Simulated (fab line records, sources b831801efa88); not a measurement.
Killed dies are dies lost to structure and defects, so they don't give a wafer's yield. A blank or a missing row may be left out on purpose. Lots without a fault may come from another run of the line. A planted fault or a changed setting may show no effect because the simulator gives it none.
Which tool did it? | flow gf180mcu | 12 lots, 36 wafers sampled, at 1 step of a route of 602

WHAT THE GAUGES READ, wafer by wafer
GF_V4_THK_MEAS_03.
lot  | measured     | on            | V4_CVD_02_THK (nm)
L075 | day 24 17:23 | film_metro-01 | 849 865 868
L077 | day 24 21:54 | film_metro-01 | 825 842 850
L080 | day 25 14:28 | film_metro-03 | 837 828 850
L082 | day 26 07:01 | film_metro-03 | 850 841 851
L081 | day 26 14:26 | film_metro-03 | 855 837 856
L085 | day 27 01:38 | film_metro-03 | 838 853 861
L087 | day 27 19:36 | film_metro-01 | 826 841 849
L089 | day 28 09:15 | film_metro-03 | 841 841 860
L091 | day 28 23:50 | film_metro-02 | 849 859 861
L093 | day 29 07:51 | film_metro-03 | 854 857 860
L095 | day 29 20:01 | film_metro-02 | 826 835 846
L097 | day 30 07:37 | film_metro-01 | 875 876 869

WHICH TOOL RAN EACH LOT (tool, then ch and the chambers of the sampled wafers, then the start)
The record holds no process step before these readings.

THE ANSWER, worked out from the rows above alone
Rule: what is usual is taken from the lots themselves. Put in order of their means at a reading, lots are off if they are a third of the lots or fewer, leave a main group of 4 or more, and stand apart from it by a gap of 3 or more times the standard deviation of the main group's means; of several such gaps the widest counts. A main group whose means are all the same, to the digits that the tables above print for the reading, isn't used. A lot without any number at a reading at which 4 lots or more have one is off too. The other lots that the step has rows for count as sound.
No lot is off at any reading shown: from this, nothing can be told.

WHAT THE SIMULATOR HAD PUT IN
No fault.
